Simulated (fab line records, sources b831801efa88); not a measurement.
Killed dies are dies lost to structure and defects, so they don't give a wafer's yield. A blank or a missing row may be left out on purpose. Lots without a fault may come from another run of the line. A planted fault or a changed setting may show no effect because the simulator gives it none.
fab line records | flow sky130
record lots=12 wafers=36 last_day=50
route steps=708 shown METAL4@601 VIA4@656 METAL5@667 PAD_OPEN@702
lots that met no fault: from a run of the same line without faults
start_h: hours from the record's first day to the start of the lot's first wafer shown | wait_h: hours since the lot's step before | " the same as in the row above | L1.1+2: a row that stands for several wafers | - no value, or no start given | * or withheld: withheld | < > ~ a bound
route shown NAME@n: a module of which the file shows steps, and the number in the route of the first | usual: mean/standard deviation of fault-free wafers | same: alike in all rows | chamber/n: place in a boat | sites: the reading at each site | _std_site: their standard deviation | _edge_site: outer sites' mean less inner sites' | radius_mm: how far each site lies from the wafer's centre | mask NAME#n: copy n | behind: the tool/chamber that last shaped the wafer | hold: why the lot was held/for how many hours/how that ended | device: the transistor (n, p or np) that didn't switch | end of line: the same wafers' tests at the end of the route | a step without rows: its recipe alone | killed: dies lost to structure and defects at the first sort, not the wafer's yield | map: a wafer's dies, x killed, . not, _ none there
set.NAME: the setting as run; set.NAME@STEP: as run at that earlier step | model.NAME: the simulator's own value behind a step, which no gauge read
steps of the route over a sample of lots; a table a step, a row a wafer
services: from which hour (start_h, from the record's first day; less than 0 if before it) a tool's chamber was out of use, for how many hours, and why
## steps
# step SKY_METAL4_SPUTTER_03
# recipe material=Ti target_thk_nm=5 power_w=3000 time_s=3.3 chamber_pressure_pa=0.4
# usual throttle_valve_pct=30.0/0.79
# columns lot.wafer tool chamber start_h wait_h throttle_valve_pct
L816.2 pvd_sputter-02 - 932.17 0.0 29.9
L816.4 " - " " 30.0
L816.5 " - " " 29.8
L818.2 pvd_sputter-04 - 944.44 0.0 30.3
L818.4 " - " " 30.6
L818.5 " - " " 30.3
L819.2 pvd_sputter-04 - 953.37 0.0 30.4
L819.3 " - " " 28.6
L819.6 " - " " 30.4
L820.1 pvd_sputter-04 - 971.47 0.0 30.2
L820.5 " - " " 30.4
L820.6 " - " " 30.2
L822.2 pvd_sputter-04 - 981.41 0.0 30.2
L822.4 " - " " 28.4
L822.5 " - " " 30.3
L823.2 pvd_sputter-04 - 1000.79 0.0 28.7
L823.4 " - " " 30.2
L823.5 " - " " 30.4
L826.1 pvd_sputter-03 - 1006.65 0.0 29.6
L826.3 " - " " 29.5
L826.4 " - " " 30.6
L827.2 pvd_sputter-02 - 1014.64 0.0 29.6
L827.3 " - " " 30.3
L827.4 " - " " 29.8
L828.2 pvd_sputter-02 - 1028.70 0.0 29.3
L828.5 " - " " 29.7
L828.6 " - " " 29.9
L835.1 pvd_sputter-02 - 1060.15 0.0 30.5
L835.3 " - " " 30.1
L835.4 " - " " 30.2
L837.1 pvd_sputter-02 - 1075.95 0.0 29.9
L837.2 " - " " 30.4
L837.6 " - " " 29.7
L838.3 pvd_sputter-02 - 1082.77 0.0 29.4
L838.5 " - " " 30.2
L838.6 " - " " 29.9
# step SKY_VIA4_SPUTTER_17
# recipe material=TiN target_thk_nm=20 chamber_pressure_pa=5 power_w=4000 time_s=80
# usual throttle_valve_pct=29.7/0.86
# columns lot.wafer tool chamber start_h wait_h throttle_valve_pct
L816.2 pvd_sputter-04 - 1006.10 0.0 28.5
L816.4 " - " " 30.5
L816.5 " - " " 28.7
L818.2 pvd_sputter-01 - 1016.63 0.0 29.4
L818.4 " - " " 31.4
L818.5 " - " " 31.4
L819.2 pvd_sputter-04 - 1027.88 0.0 28.7
L819.3 " - " " 30.1
L819.6 " - " " 30.3
L820.1 pvd_sputter-04 - 1042.62 0.0 30.5
L820.5 " - " " 30.4
L820.6 " - " " 30.3
L822.2 pvd_sputter-02 - 1052.20 0.0 30.0
L822.4 " - " " 30.1
L822.5 " - " " 29.9
L823.2 pvd_sputter-04 - 1069.11 0.0 28.4
L823.4 " - " " 30.3
L823.5 " - " " 30.4
L826.1 pvd_sputter-04 - 1075.35 0.0 28.6
L826.3 " - " " 30.3
L826.4 " - " " 28.7
L827.2 pvd_sputter-04 - 1082.79 0.0 30.3
L827.3 " - " " 29.9
L827.4 " - " " 28.7
L828.2 pvd_sputter-04 - 1095.33 0.0 30.3
L828.5 " - " " 30.5
L828.6 " - " " 30.4
L835.1 pvd_sputter-01 - 1124.96 0.0 29.2
L835.3 " - " " 29.6
L835.4 " - " " 29.4
L837.1 pvd_sputter-04 - 1138.43 0.0 28.4
L837.2 " - " " 28.6
L837.6 " - " " 30.3
L838.3 pvd_sputter-02 - 1145.02 0.0 30.2
L838.5 " - " " 29.5
L838.6 " - " " 30.0
# step SKY_METAL5_THK_MEAS_06
# recipe thk_meas_gauge=xrf reads=AlCu_of_METAL5_SPUTTER_02
# usual METAL5_ALCU_THK=1152/13
# columns lot.wafer tool chamber start_h wait_h METAL5_ALCU_THK[nm]
L816.2 film_metro-03 - 1007.18 0.1 1154
L816.4 " - " " 1133
L816.5 " - " " 1142
L818.2 film_metro-02 - 1017.62 0.1 1128
L818.4 " - " " 1152
L818.5 " - " " 1154
L819.2 film_metro-02 - 1028.87 0.1 1151
L819.3 " - " " 1144
L819.6 " - " " 1141
L820.1 film_metro-01 - 1043.79 0.1 1164
L820.5 " - " " 1162
L820.6 " - " " 1147
L822.2 film_metro-02 - 1053.48 0.1 1157
L822.4 " - " " 1163
L822.5 " - " " 1155
L823.2 film_metro-01 - 1070.10 0.1 1135
L823.4 " - " " 1140
L823.5 " - " " 1140
L826.1 film_metro-03 - 1076.33 0.1 1156
L826.3 " - " " 1170
L826.4 " - " " 1161
L827.2 film_metro-03 - 1083.78 0.1 1143
L827.3 " - " " 1141
L827.4 " - " " 1144
L828.2 film_metro-01 - 1096.52 0.1 1145
L828.5 " - " " 1137
L828.6 " - " " 1140
L835.1 film_metro-01 - 1126.16 0.1 1144
L835.3 " - " " 1171
L835.4 " - " " 1170
L837.1 film_metro-02 - 1139.57 0.1 1150
L837.2 " - " " 1141
L837.6 " - " " 1150
L838.3 film_metro-01 - 1146.02 0.1 1142
L838.5 " - " " 1142
L838.6 " - " " 1149
# step SKY_PAD_OPEN_STRIP_08
# recipe chemistry=O2/N2 power_w=1400 pressure_mtorr=1500 platen_temp_c=withheld overash_fraction=0.7 o2_flow_sccm=3000 n2_flow_sccm=300
# usual drypump_motor_current_A=5.5/0.38 oes_product_au=0.663/0.0044
# same overash_fraction=0.7
# columns lot.wafer tool chamber start_h wait_h drypump_motor_current_A oes_product_au rf_hours_counter_h
L816.2 plasma_asher-03 1 1073.49 0.1 5.9 0.670 67
L816.4 " 1 " " 5.9 0.658 -
L816.5 " 1 " " 5.9 0.662 -
L818.2 plasma_asher-02 1 1083.64 0.1 5.0 0.662 34
L818.4 " 1 " " 4.9 0.665 -
L818.5 " 1 " " 5.0 0.664 -
L819.2 plasma_asher-01 1 1093.69 0.1 5.8 0.665 92
L819.3 " 1 " " 5.8 0.670 -
L819.6 " 0 " " 5.3 0.666 -
L820.1 plasma_asher-01 1 1104.81 0.1 5.8 0.674 93
L820.5 " 1 " " 5.8 0.661 -
L820.6 " 0 " " 5.3 0.670 -
L822.2 plasma_asher-01 0 1114.82 0.1 5.3 0.657 94
L822.4 " 0 " " 5.4 0.658 -
L822.5 " 1 " " 5.8 0.661 -
L823.2 plasma_asher-03 0 1132.72 0.1 5.8 0.663 73
L823.4 " 1 " " 5.9 0.658 -
L823.5 " 0 " " 5.8 0.663 -
L826.1 plasma_asher-01 0 1135.22 0.1 5.3 0.668 96
L826.3 " 1 " " 5.8 0.659 -
L826.4 " 0 " " 5.3 0.662 -
L827.2 plasma_asher-02 0 1143.19 0.1 5.1 0.661 40
L827.3 " 0 " " 5.0 0.658 -
L827.4 " 1 " " 4.9 0.668 -
L828.2 plasma_asher-01 1 1154.82 0.1 5.8 0.663 98
L828.5 " 1 " " 5.8 0.664 -
L828.6 " 0 " " 5.3 0.662 -
L835.1 plasma_asher-02 1 1181.49 0.1 4.9 0.662 43
L835.3 " 0 " " 5.0 0.658 -
L835.4 " 1 " " 4.9 0.665 -
L837.1 plasma_asher-01 0 1191.74 0.1 5.3 0.652 102
L837.2 " 1 " " 5.8 0.662 102
L837.6 " 0 " " 5.4 0.668 -
L838.3 plasma_asher-01 0 1197.98 0.1 5.4 0.660 -
L838.5 " 1 " " 5.8 0.664 -
L838.6 " 0 " " 5.3 0.664 -
# step SKY_PAD_OPEN_PROBE_99
# usual defect_limited_yield=82.5/1.8 killed_at_M0_to_M3=43/6.5 killed_at_M4_up=3.1/1.8 killed_at_contacts=24/4.8 killed_at_front_end=15/4.7 killed_at_other=0.3/0.58 killed_dies=86/8.6 killed_on_rim=17/4.1 killed_open=47/6.7 killed_short=39/6.1 sort_bin_3_pad_short=0.8/0.38 sort_bin_5_function=10.4/1.3 sort_bin_6_memory=6.2/1.1 sort_n_pass=406/8.6 sort_yield_pct=82.5/1.8
# same gross_dies=492 killed_at_back_side=0 sort_bin_4_leakage[%]=0 sort_bin_8_speed[%]=0
# columns lot.wafer tool chamber start_h wait_h defect_limited_yield[%] killed_at_M0_to_M3 killed_at_M4_up killed_at_contacts killed_at_front_end killed_at_other killed_dies killed_on_rim killed_open killed_short sort_bin_3_pad_short[%] sort_bin_5_function[%] sort_bin_6_memory[%] sort_n_pass sort_yield_pct[%]
L816.2 prober-01 - 1075.75 0.1 82.3 41 4 26 15 1 87 16 49 38 1.0 8.7 7.9 405 82.3
L816.4 prober-01 - 1075.85 0.2 85.4 31 4 23 14 0 72 14 34 38 1.0 8.3 5.3 420 85.4
L816.5 prober-01 - 1075.90 0.2 79.1 48 2 34 17 2 103 20 58 45 1.2 11.4 8.3 389 79.1
L818.2 prober-02 - 1085.94 0.1 79.7 48 4 27 21 0 100 25 62 38 0.8 11.8 7.7 392 79.7
L818.4 prober-02 - 1086.04 0.2 80.1 46 5 31 16 0 98 22 55 43 1.2 12.6 6.1 394 80.1
L818.5 prober-02 - 1086.09 0.2 79.7 46 1 29 24 0 100 24 59 41 0.8 13.4 6.1 392 79.7
L819.2 prober-01 - 1095.96 0.1 81.5 43 6 29 13 0 91 18 55 36 0.2 11.4 6.9 401 81.5
L819.3 prober-01 - 1096.01 0.2 83.7 34 0 32 12 2 80 16 49 31 0.6 10.4 5.3 412 83.7
L819.6 prober-01 - 1096.16 0.2 82.7 46 2 26 11 0 85 18 45 40 0.4 9.6 7.3 407 82.7
L820.1 prober-02 - 1107.06 0.1 81.5 44 2 30 14 1 91 20 47 44 0.2 11.2 7.1 401 81.5
L820.5 prober-02 - 1107.26 0.2 79.9 48 6 33 12 0 99 20 54 45 0.8 12.0 7.3 393 79.9
L820.6 prober-02 - 1107.31 0.2 83.7 40 2 25 13 0 80 12 50 30 0.6 9.8 5.9 412 83.7
L822.2 prober-02 - 1117.09 0.1 83.1 41 3 23 16 0 83 14 48 35 0.8 11.4 4.7 409 83.1
L822.4 prober-02 - 1117.19 0.2 79.9 47 5 23 24 0 99 16 55 44 0.6 13.2 6.3 393 79.9
L822.5 prober-02 - 1117.24 0.2 85.2 42 4 15 12 0 73 10 37 36 0.6 9.3 4.9 419 85.2
L823.2 prober-02 - 1135.01 0.1 83.1 40 3 26 13 1 83 16 51 32 0.4 10.8 5.7 409 83.1
L823.4 prober-02 - 1135.11 0.2 79.1 52 3 36 12 0 103 21 62 41 1.8 11.6 7.5 389 79.1
L823.5 prober-02 - 1135.16 0.2 81.3 51 3 23 15 0 92 17 45 47 1.4 9.6 7.7 400 81.3
L826.1 prober-01 - 1137.43 0.1 82.3 50 1 23 13 0 87 15 35 52 0.8 10.4 6.5 405 82.3
L826.3 prober-01 - 1137.53 0.2 80.1 52 4 26 16 0 98 18 50 48 0.8 12.8 6.3 394 80.1
L826.4 prober-01 - 1137.58 0.2 84.3 36 4 17 19 1 77 15 46 31 1.0 7.7 6.9 415 84.3
L827.2 prober-01 - 1145.46 0.1 80.9 56 2 17 19 0 94 24 50 44 0.4 11.8 6.9 398 80.9
L827.3 prober-01 - 1145.51 0.2 80.7 52 2 24 17 0 95 16 43 52 0.8 11.0 7.5 397 80.7
L827.4 prober-01 - 1145.56 0.2 79.3 53 1 23 24 1 102 19 55 47 1.4 11.4 7.9 390 79.3
L828.2 prober-02 - 1157.12 0.1 80.9 52 2 28 12 0 94 15 52 42 1.0 12.0 6.1 398 80.9
L828.5 prober-02 - 1157.27 0.2 80.9 44 7 23 20 0 94 17 42 52 0.8 10.4 7.9 398 80.9
L828.6 prober-02 - 1157.32 0.2 83.1 35 3 26 19 0 83 17 48 35 1.4 10.0 5.5 409 83.1
L835.1 prober-02 - 1183.72 0.1 82.9 44 7 22 11 0 84 18 47 37 0.6 9.6 6.9 408 82.9
L835.3 prober-02 - 1183.82 0.2 83.5 35 3 29 14 0 81 13 41 40 0.8 10.0 5.7 411 83.5
L835.4 prober-02 - 1183.87 0.2 84.1 34 7 24 13 0 78 18 41 37 0.8 8.3 6.7 414 84.1
L837.1 prober-02 - 1193.96 0.1 70.5 44 3 22 13 63 145 22 44 39 5.9 16.5 7.1 347 70.5
L837.2 prober-02 - 1194.01 0.1 83.5 30 1 28 21 1 81 18 53 28 1.0 9.8 5.7 411 83.5
L837.6 prober-02 - 1194.21 0.2 71.3 32 6 28 10 65 141 24 51 25 5.7 16.7 6.3 351 71.3
L838.3 prober-01 - 1200.29 0.2 72.8 32 4 17 11 70 134 23 35 29 6.1 16.3 4.9 358 72.8
L838.5 prober-01 - 1200.39 0.2 84.1 39 4 23 12 0 78 17 49 29 0.4 8.9 6.5 414 84.1
L838.6 prober-01 - 1200.44 0.2 72.2 43 3 18 13 60 137 26 39 38 4.7 17.9 5.3 355 72.2
# killed by level:class
L816.2 CONTACT:geometric_particle:open=8 VIA1:geometric_particle:open=8 LI_CONTACT:geometric_particle:open=7 POLY_GATE:geometric_particle:open=5 LOCAL_INTERCONNECT:geometric_particle:short=5 VIA2:geometric_particle:open=4 POLY_GATE:geometric_particle:short=4 METAL2:geometric_particle:short=4
L816.4 VIA1:geometric_particle:open=10 METAL2:geometric_particle:short=7 LI_CONTACT:geometric_particle:open=7 LOCAL_INTERCONNECT:geometric_particle:short=5 CONTACT:geometric_particle:open=5 POLY_GATE:geometric_particle:short=4 CONTACT:geometric_particle:short=4 FIELD_ISO:geometric_particle:open=3
L816.5 VIA3:geometric_particle:open=15 VIA1:geometric_particle:open=11 LOCAL_INTERCONNECT:geometric_particle:short=9 LI_CONTACT:geometric_particle:open=8 CONTACT:geometric_particle:open=7 FIELD_ISO:geometric_particle:short=6 LI_CONTACT:geometric_particle:short=6 FIELD_ISO:geometric_particle:open=5
L818.2 VIA1:geometric_particle:open=15 LI_CONTACT:geometric_particle:open=10 POLY_GATE:geometric_particle:open=8 VIA3:geometric_particle:open=7 CONTACT:geometric_particle:open=6 VIA2:geometric_particle:open=6 FIELD_ISO:geometric_particle:short=5 LOCAL_INTERCONNECT:geometric_particle:short=5
L818.4 CONTACT:geometric_particle:open=13 VIA3:geometric_particle:open=10 LI_CONTACT:geometric_particle:open=9 CONTACT:geometric_particle:short=7 POLY_GATE:geometric_particle:open=6 VIA1:geometric_particle:open=6 VIA2:geometric_particle:short=6 VIA1:geometric_particle:short=5
L818.5 CONTACT:geometric_particle:open=15 VIA1:geometric_particle:open=11 LI_CONTACT:geometric_particle:open=9 VIA1:geometric_particle:short=9 VIA3:geometric_particle:open=8 FIELD_ISO:geometric_particle:short=7 FIELD_ISO:geometric_particle:open=7 METAL2:geometric_particle:short=5
L819.2 VIA1:geometric_particle:open=19 CONTACT:geometric_particle:open=11 LI_CONTACT:geometric_particle:open=7 POLY_GATE:geometric_particle:open=4 CONTACT:geometric_particle:short=4 LOCAL_INTERCONNECT:geometric_particle:short=4 METAL1:geometric_particle:short=4 VIA3:geometric_particle:open=4
L819.3 CONTACT:geometric_particle:open=15 VIA1:geometric_particle:open=10 VIA1:geometric_particle:short=7 LI_CONTACT:geometric_particle:open=6 POLY_GATE:geometric_particle:open=5 VIA2:geometric_particle:open=5 CONTACT:geometric_particle:short=4 LOCAL_INTERCONNECT:geometric_particle:short=4
L819.6 VIA2:geometric_particle:open=10 VIA1:geometric_particle:open=8 LOCAL_INTERCONNECT:geometric_particle:short=8 VIA3:geometric_particle:open=7 CONTACT:geometric_particle:open=7 POLY_GATE:geometric_particle:short=6 VIA1:geometric_particle:short=6 METAL2:geometric_particle:short=6
L820.1 CONTACT:geometric_particle:open=10 VIA2:geometric_particle:open=9 LI_CONTACT:geometric_particle:open=8 CONTACT:geometric_particle:short=7 METAL2:geometric_particle:short=7 FIELD_ISO:geometric_particle:short=5 METAL1:geometric_particle:short=5 VIA1:geometric_particle:open=5
L820.5 LI_CONTACT:geometric_particle:open=14 CONTACT:geometric_particle:open=9 VIA3:geometric_particle:open=8 VIA1:geometric_particle:open=7 VIA2:geometric_particle:open=7 METAL1:geometric_particle:short=5 LOCAL_INTERCONNECT:geometric_particle:short=4 CONTACT:geometric_particle:short=4
L820.6 CONTACT:geometric_particle:open=10 VIA1:geometric_particle:open=10 LI_CONTACT:geometric_particle:open=8 VIA2:geometric_particle:open=8 METAL1:geometric_particle:short=7 FIELD_ISO:geometric_particle:open=6 METAL2:geometric_particle:short=5 POLY_GATE:geometric_particle:short=3
L822.2 LI_CONTACT:geometric_particle:open=11 VIA1:geometric_particle:open=8 VIA1:geometric_particle:short=6 VIA2:geometric_particle:short=5 CONTACT:geometric_particle:open=5 VIA2:geometric_particle:open=5 FIELD_ISO:geometric_particle:open=4 POLY_GATE:geometric_particle:open=3
L822.4 VIA1:geometric_particle:open=11 VIA3:geometric_particle:open=9 VIA2:geometric_particle:open=8 FIELD_ISO:geometric_particle:open=6 POLY_GATE:geometric_particle:short=6 LI_CONTACT:geometric_particle:open=6 LOCAL_INTERCONNECT:geometric_particle:short=6 FIELD_ISO:geometric_particle:short=5
L822.5 VIA1:geometric_particle:open=11 VIA2:geometric_particle:open=7 METAL1:geometric_particle:short=6 CONTACT:geometric_particle:open=6 POLY_GATE:geometric_particle:short=4 LI_CONTACT:geometric_particle:open=4 METAL2:geometric_particle:short=4 VIA3:geometric_particle:open=4
L823.2 CONTACT:geometric_particle:open=10 VIA1:geometric_particle:open=7 VIA2:geometric_particle:open=7 LI_CONTACT:geometric_particle:open=6 FIELD_ISO:geometric_particle:open=5 VIA3:geometric_particle:open=5 METAL2:geometric_particle:short=4 POLY_GATE:geometric_particle:open=3
L823.4 CONTACT:geometric_particle:open=15 VIA1:geometric_particle:open=12 VIA2:geometric_particle:open=11 LI_CONTACT:geometric_particle:open=8 VIA1:geometric_particle:short=6 LOCAL_INTERCONNECT:geometric_particle:short=5 CONTACT:geometric_particle:short=5 METAL2:geometric_particle:short=5
L823.5 METAL1:geometric_particle:short=10 METAL2:geometric_particle:short=10 CONTACT:geometric_particle:open=9 VIA3:geometric_particle:open=9 LOCAL_INTERCONNECT:geometric_particle:short=5 LI_CONTACT:geometric_particle:open=5 VIA1:geometric_particle:short=5 VIA2:geometric_particle:open=5
L826.1 VIA1:geometric_particle:open=11 CONTACT:geometric_particle:open=9 METAL2:geometric_particle:short=8 VIA1:geometric_particle:short=8 METAL3:geometric_particle:short=7 VIA3:geometric_particle:open=5 POLY_GATE:geometric_particle:short=4 SPACER:geometric_particle:short=4
L826.3 VIA1:geometric_particle:open=16 METAL2:geometric_particle:short=10 CONTACT:geometric_particle:open=9 LOCAL_INTERCONNECT:geometric_particle:short=7 FIELD_ISO:geometric_particle:short=4 LI_CONTACT:geometric_particle:open=4 METAL1:geometric_particle:short=4 VIA3:geometric_particle:open=4
L826.4 VIA1:geometric_particle:open=11 CONTACT:geometric_particle:open=10 POLY_GATE:geometric_particle:short=7 METAL2:geometric_particle:short=5 FIELD_ISO:geometric_particle:open=4 POLY_GATE:geometric_particle:open=4 METAL1:geometric_particle:short=4 VIA2:geometric_particle:open=4
L827.2 VIA1:geometric_particle:open=18 VIA3:geometric_particle:open=12 FIELD_ISO:geometric_particle:short=8 METAL2:geometric_particle:short=6 VIA3:geometric_particle:short=6 LOCAL_INTERCONNECT:geometric_particle:short=5 FIELD_ISO:geometric_particle:open=4 POLY_GATE:geometric_particle:short=4
L827.3 VIA1:geometric_particle:short=9 CONTACT:geometric_particle:open=9 VIA3:geometric_particle:open=9 VIA1:geometric_particle:open=9 FIELD_ISO:geometric_particle:short=8 VIA2:geometric_particle:open=6 LI_CONTACT:geometric_particle:short=5 METAL1:geometric_particle:short=5
L827.4 VIA1:geometric_particle:open=20 FIELD_ISO:geometric_particle:short=13 LI_CONTACT:geometric_particle:open=9 VIA2:geometric_particle:open=8 VIA3:geometric_particle:open=6 LOCAL_INTERCONNECT:geometric_particle:short=5 VIA1:geometric_particle:short=5 FIELD_ISO:geometric_particle:open=4
L828.2 CONTACT:geometric_particle:open=12 VIA1:geometric_particle:short=11 VIA1:geometric_particle:open=8 VIA2:geometric_particle:open=7 METAL1:geometric_particle:short=7 LI_CONTACT:geometric_particle:open=6 METAL3:geometric_particle:short=6 LOCAL_INTERCONNECT:geometric_particle:short=5
L828.5 CONTACT:geometric_particle:open=9 VIA1:geometric_particle:open=8 FIELD_ISO:geometric_particle:short=7 METAL2:geometric_particle:short=7 LOCAL_INTERCONNECT:geometric_particle:short=6 METAL4:geometric_particle:short=6 VIA3:geometric_particle:open=6 POLY_GATE:geometric_particle:short=5
L828.6 CONTACT:geometric_particle:open=12 VIA3:geometric_particle:open=9 FIELD_ISO:geometric_particle:open=8 METAL2:geometric_particle:short=7 LI_CONTACT:geometric_particle:open=6 VIA1:geometric_particle:open=6 FIELD_ISO:geometric_particle:short=5 METAL1:geometric_particle:short=4
L835.1 VIA3:geometric_particle:open=12 VIA1:geometric_particle:open=7 CONTACT:geometric_particle:open=7 METAL2:geometric_particle:short=7 METAL4:geometric_particle:short=6 LI_CONTACT:geometric_particle:open=5 CONTACT:geometric_particle:short=5 FIELD_ISO:geometric_particle:open=4
L835.3 LOCAL_INTERCONNECT:geometric_particle:short=8 CONTACT:geometric_particle:open=8 VIA1:geometric_particle:open=8 LI_CONTACT:geometric_particle:open=7 CONTACT:geometric_particle:short=6 VIA3:geometric_particle:short=4 FIELD_ISO:geometric_particle:short=4 METAL1:geometric_particle:short=4
L835.4 CONTACT:geometric_particle:open=10 LI_CONTACT:geometric_particle:open=6 METAL4:geometric_particle:short=6 METAL2:geometric_particle:short=6 VIA2:geometric_particle:open=5 CONTACT:geometric_particle:short=4 METAL1:geometric_particle:short=4 VIA1:geometric_particle:open=4
L837.1 PAD_OPEN:unspecified=62 METAL1:geometric_particle:short=9 VIA1:geometric_particle:open=9 CONTACT:geometric_particle:open=7 LOCAL_INTERCONNECT:geometric_particle:short=6 VIA3:geometric_particle:open=6 POLY_GATE:geometric_particle:open=5 VIA1:geometric_particle:short=5
L837.2 CONTACT:geometric_particle:open=13 FIELD_ISO:geometric_particle:open=8 VIA1:geometric_particle:open=7 POLY_GATE:geometric_particle:short=6 LI_CONTACT:geometric_particle:open=6 VIA3:geometric_particle:open=5 LOCAL_INTERCONNECT:geometric_particle:short=4 CONTACT:geometric_particle:short=4
L837.6 PAD_OPEN:unspecified=65 CONTACT:geometric_particle:open=14 VIA3:geometric_particle:open=9 VIA2:geometric_particle:open=8 LI_CONTACT:geometric_particle:open=6 METAL1:geometric_particle:short=6 FIELD_ISO:geometric_particle:open=4 CONTACT:geometric_particle:short=4
L838.3 PAD_OPEN:unspecified=70 VIA1:geometric_particle:open=8 CONTACT:geometric_particle:short=6 METAL1:geometric_particle:short=4 VIA2:geometric_particle:short=3 POLY_GATE:geometric_particle:open=3 METAL3:geometric_particle:short=3 LI_CONTACT:geometric_particle:open=3
L838.5 VIA1:geometric_particle:open=12 CONTACT:geometric_particle:open=10 METAL2:geometric_particle:short=8 FIELD_ISO:geometric_particle:open=5 LI_CONTACT:geometric_particle:open=5 VIA1:geometric_particle:short=5 VIA3:geometric_particle:open=5 VIA2:geometric_particle:short=4
L838.6 PAD_OPEN:unspecified=60 VIA1:geometric_particle:open=11 VIA1:geometric_particle:short=6 LI_CONTACT:geometric_particle:open=6 VIA2:geometric_particle:short=5 METAL2:geometric_particle:short=5 VIA3:geometric_particle:open=5 POLY_GATE:geometric_particle:short=4
## services
# columns tool chamber start_h hours kind
pvd_sputter-02 - 910.62 4.6 repair
plasma_asher-01 - 928.51 3.1 repair
pvd_sputter-02 - 929.41 2.2 repair
pvd_sputter-03 - 975.62 0.7 repair
plasma_asher-01 - 982.43 0.4 repair
plasma_asher-01 - 999.09 3.7 repair
plasma_asher-02 - 1008.19 2.8 pm
pvd_sputter-04 - 1010.58 3.0 repair
plasma_asher-01 - 1018.19 0.9 repair
plasma_asher-02 - 1063.33 0.8 repair
pvd_sputter-02 - 1068.27 6.0 repair
pvd_sputter-02 - 1121.42 1.1 repair
pvd_sputter-02 - 1137.99 0.5 repair
## key
first_sign step=SKY_PAD_OPEN_PROBE_99 reading=killed_at_other direction=up sigmas=64 usual=0.3 struck=64.5
effect step=SKY_PAD_OPEN_PROBE_99 reading=sort_bin_3_pad_short direction=up sigmas=13 usual=0.8 struck=5.6
met_at SKY_PAD_OPEN_STRIP_08
struck_lots L837,L838
struck_wafers L837.1,L837.6,L838.3,L838.6
not_acting_at SKY_METAL4_SPUTTER_03,SKY_VIA4_SPUTTER_17,SKY_METAL5_THK_MEAS_06
onset_between 1154.82 1191.74
fault kind=chamber_particle_source tool=plasma_asher-01 chamber=0 onset_h=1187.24 steps=SKY_PAD_OPEN_STRIP_08 rate_per_visit_cm2=2.1332 end_h=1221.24
